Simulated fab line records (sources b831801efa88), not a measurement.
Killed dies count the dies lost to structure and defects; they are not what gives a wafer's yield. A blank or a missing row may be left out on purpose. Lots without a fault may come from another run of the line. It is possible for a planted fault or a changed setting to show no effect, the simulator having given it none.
Which tool is to blame? / flow sky130 / 14 lots with 42 wafers sampled at 4 steps, on a route of 708 steps

## WHAT EACH GAUGE READ, for each wafer
SKY_CAP2M_RS_MEAS_03: measurement is done with a four-point probe.
lot=L816; measured=day 39 21:43; on=film-metro-01; CAP2M_TIN_RS (ohm/sq)=6.80 6.84 6.77
lot=L821; measured=day 41 10:38; on=film-metro-01; CAP2M_TIN_RS (ohm/sq)=6.87 6.87 6.85
lot=L825; measured=day 42 14:00; on=film-metro-02; CAP2M_TIN_RS (ohm/sq)=6.84 6.88 6.86
lot=L824; measured=day 42 14:15; on=film-metro-01; CAP2M_TIN_RS (ohm/sq)=6.86 6.92 6.89
lot=L828; measured=day 43 14:58; on=film-metro-04; CAP2M_TIN_RS (ohm/sq)=6.88 6.86 6.85
lot=L830; measured=day 44 04:40; on=film-metro-02; CAP2M_TIN_RS (ohm/sq)=6.81 6.76 6.78
lot=L831; measured=day 44 15:05; on=film-metro-04; CAP2M_TIN_RS (ohm/sq)=6.84 6.91 6.97
lot=L832; measured=day 44 16:27; on=film-metro-01; CAP2M_TIN_RS (ohm/sq)=6.87 6.87 6.87
lot=L833; measured=day 44 17:06; on=film-metro-02; CAP2M_TIN_RS (ohm/sq)=6.79 6.85 6.79
lot=L834; measured=day 45 02:34; on=film-metro-01; CAP2M_TIN_RS (ohm/sq)=6.95 6.97 6.99
lot=L836; measured=day 45 11:05; on=film-metro-01; CAP2M_TIN_RS (ohm/sq)=6.90 6.88 6.88
lot=L835; measured=day 45 11:34; on=film-metro-01; CAP2M_TIN_RS (ohm/sq)=6.93 6.96 6.99
lot=L838; measured=day 46 22:50; on=film-metro-02; CAP2M_TIN_RS (ohm/sq)=6.84 6.77 6.83
lot=L839; measured=day 47 02:41; on=film-metro-01; CAP2M_TIN_RS (ohm/sq)=6.87 6.86 6.82

SKY_METAL4_OVL_MEAS_14.
lot=L816; measured=day 41 21:33; on=overlay-02; METAL4_OVL (nm)=10 9 14
lot=L821; measured=day 43 09:52; on=overlay-01; METAL4_OVL (nm)=1 7 2
lot=L825; measured=day 44 12:53; on=overlay-01; METAL4_OVL (nm)=5 8 5
lot=L824; measured=day 44 12:58; on=overlay-02; METAL4_OVL (nm)=5 2 0
lot=L828; measured=day 45 11:46; on=overlay-01; METAL4_OVL (nm)=2 -4 -1
lot=L830; measured=day 46 01:04; on=overlay-01; METAL4_OVL (nm)=1 -3 5
lot=L831; measured=day 46 09:31; on=overlay-01; METAL4_OVL (nm)=8 3 2
lot=L832; measured=day 46 11:45; on=overlay-02; METAL4_OVL (nm)=-7 -4 -3
lot=L833; measured=day 46 12:16; on=overlay-01; METAL4_OVL (nm)=-1 -2 4
lot=L834; measured=day 46 21:16; on=overlay-01; METAL4_OVL (nm)=5 2 6
lot=L836; measured=day 47 06:01; on=overlay-02; METAL4_OVL (nm)=-2 -8 1
lot=L835; measured=day 47 06:22; on=overlay-01; METAL4_OVL (nm)=-5 -3 -4
lot=L838; measured=day 48 13:58; on=overlay-01; METAL4_OVL (nm)=2 0 -1
lot=L839; measured=day 48 16:37; on=overlay-01; METAL4_OVL (nm)=0 0 0

## EACH LOT AND THE TOOL THAT RAN IT (in order: tool; ch and the chambers of the sampled wafers; start)
lot=L816; SKY_LI_CONTACT_SPUTTER_19=pvd-sputter-01, day 29 08:16; SKY_METAL4_SPUTTER_02=pvd-sputter-01, day 39 21:23
lot=L821; SKY_LI_CONTACT_SPUTTER_19=pvd-sputter-01, day 31 02:32; SKY_METAL4_SPUTTER_02=pvd-sputter-01, day 41 10:20
lot=L825; SKY_LI_CONTACT_SPUTTER_19=pvd-sputter-01, day 32 09:55; SKY_METAL4_SPUTTER_02=pvd-sputter-01, day 42 13:41
lot=L824; SKY_LI_CONTACT_SPUTTER_19=pvd-sputter-01, day 32 11:23; SKY_METAL4_SPUTTER_02=pvd-sputter-03, day 42 13:53
lot=L828; SKY_LI_CONTACT_SPUTTER_19=pvd-sputter-04, day 33 12:59; SKY_METAL4_SPUTTER_02=pvd-sputter-02, day 43 14:39
lot=L830; SKY_LI_CONTACT_SPUTTER_19=pvd-sputter-04, day 34 06:43; SKY_METAL4_SPUTTER_02=pvd-sputter-02, day 44 04:20
lot=L831; SKY_LI_CONTACT_SPUTTER_19=pvd-sputter-03, day 34 18:07; SKY_METAL4_SPUTTER_02=pvd-sputter-02, day 44 14:47
lot=L832; SKY_LI_CONTACT_SPUTTER_19=pvd-sputter-01, day 34 19:40; SKY_METAL4_SPUTTER_02=pvd-sputter-02, day 44 16:07
lot=L833; SKY_LI_CONTACT_SPUTTER_19=pvd-sputter-01, day 34 21:55; SKY_METAL4_SPUTTER_02=pvd-sputter-03, day 44 16:46
lot=L834; SKY_LI_CONTACT_SPUTTER_19=pvd-sputter-01, day 35 08:25; SKY_METAL4_SPUTTER_02=pvd-sputter-01, day 45 02:16
lot=L836; SKY_LI_CONTACT_SPUTTER_19=pvd-sputter-01, day 35 18:46; SKY_METAL4_SPUTTER_02=pvd-sputter-01, day 45 10:45
lot=L835; SKY_LI_CONTACT_SPUTTER_19=pvd-sputter-04, day 35 19:00; SKY_METAL4_SPUTTER_02=pvd-sputter-03, day 45 11:14
lot=L838; SKY_LI_CONTACT_SPUTTER_19=pvd-sputter-03, day 37 16:58; SKY_METAL4_SPUTTER_02=pvd-sputter-02, day 46 22:32
lot=L839; SKY_LI_CONTACT_SPUTTER_19=pvd-sputter-04, day 37 18:07; SKY_METAL4_SPUTTER_02=pvd-sputter-03, day 47 02:23
- SKY_LI_CONTACT_SPUTTER_19: material Ti, target thk 20 nm, time 106.37 s.
- SKY_METAL4_SPUTTER_02: material AlCu, target thk 735 nm, time 39.1 s.

## AS READ BY THE TOOLS THEMSELVES (means over the sampled wafers that have a number; for cases with no such wafer, the mark the record gives instead)
SKY_LI_CONTACT_SPUTTER_19.
lot=L816; tool=pvd-sputter-01; throttle-valve-pct (%)=30.0
lot=L821; tool=pvd-sputter-01; throttle-valve-pct (%)=29.9
lot=L825; tool=pvd-sputter-01; throttle-valve-pct (%)=30.8
lot=L824; tool=pvd-sputter-01; throttle-valve-pct (%)=31.2
lot=L828; tool=pvd-sputter-04; throttle-valve-pct (%)=29.6
lot=L830; tool=pvd-sputter-04; throttle-valve-pct (%)=29.2
lot=L831; tool=pvd-sputter-03; throttle-valve-pct (%)=29.6
lot=L832; tool=pvd-sputter-01; throttle-valve-pct (%)=30.8
lot=L833; tool=pvd-sputter-01; throttle-valve-pct (%)=29.9
lot=L834; tool=pvd-sputter-01; throttle-valve-pct (%)=30.5
lot=L836; tool=pvd-sputter-01; throttle-valve-pct (%)=29.8
lot=L835; tool=pvd-sputter-04; throttle-valve-pct (%)=29.8
lot=L838; tool=pvd-sputter-03; throttle-valve-pct (%)=29.6
lot=L839; tool=pvd-sputter-04; throttle-valve-pct (%)=29.1

SKY_METAL4_SPUTTER_02.
lot=L816; tool=pvd-sputter-01; throttle-valve-pct (%)=30.7
lot=L821; tool=pvd-sputter-01; throttle-valve-pct (%)=30.7
lot=L825; tool=pvd-sputter-01; throttle-valve-pct (%)=29.8
lot=L824; tool=pvd-sputter-03; throttle-valve-pct (%)=29.6
lot=L828; tool=pvd-sputter-02; throttle-valve-pct (%)=29.3
lot=L830; tool=pvd-sputter-02; throttle-valve-pct (%)=29.5
lot=L831; tool=pvd-sputter-02; throttle-valve-pct (%)=28.5
lot=L832; tool=pvd-sputter-02; throttle-valve-pct (%)=29.6
lot=L833; tool=pvd-sputter-03; throttle-valve-pct (%)=30.1
lot=L834; tool=pvd-sputter-01; throttle-valve-pct (%)=30.1
lot=L836; tool=pvd-sputter-01; throttle-valve-pct (%)=30.0
lot=L835; tool=pvd-sputter-03; throttle-valve-pct (%)=29.6
lot=L838; tool=pvd-sputter-02; throttle-valve-pct (%)=29.5
lot=L839; tool=pvd-sputter-03; throttle-valve-pct (%)=29.3

## THE ANSWER, worked out from the rows above alone
Rule: the lots themselves supply what counts as usual. Put in order of their means at a reading, lots are off if they are a third of the lots or fewer, leave a main group of 4 or more, and stand apart from it by a gap of 3 or more times the standard deviation of the main group's means; of several such gaps the widest counts. A main group is skipped when, at the precision printed for the reading in the tables above, its means are all equal. A lot without any number at a reading at which 4 lots or more have one is off too. All remaining lots with rows at the step are treated as sound. After the gauges, taken in route order, come the tools' own readings; for these a lot's mean is taken, as printed above. The first step at which some lot is off is used, and at that step the reading that is off furthest; a lot without a number counts as furthest.
None of the lots is off at any reading shown; this tells nothing.

## WHAT THE SIMULATOR HAD INSERTED
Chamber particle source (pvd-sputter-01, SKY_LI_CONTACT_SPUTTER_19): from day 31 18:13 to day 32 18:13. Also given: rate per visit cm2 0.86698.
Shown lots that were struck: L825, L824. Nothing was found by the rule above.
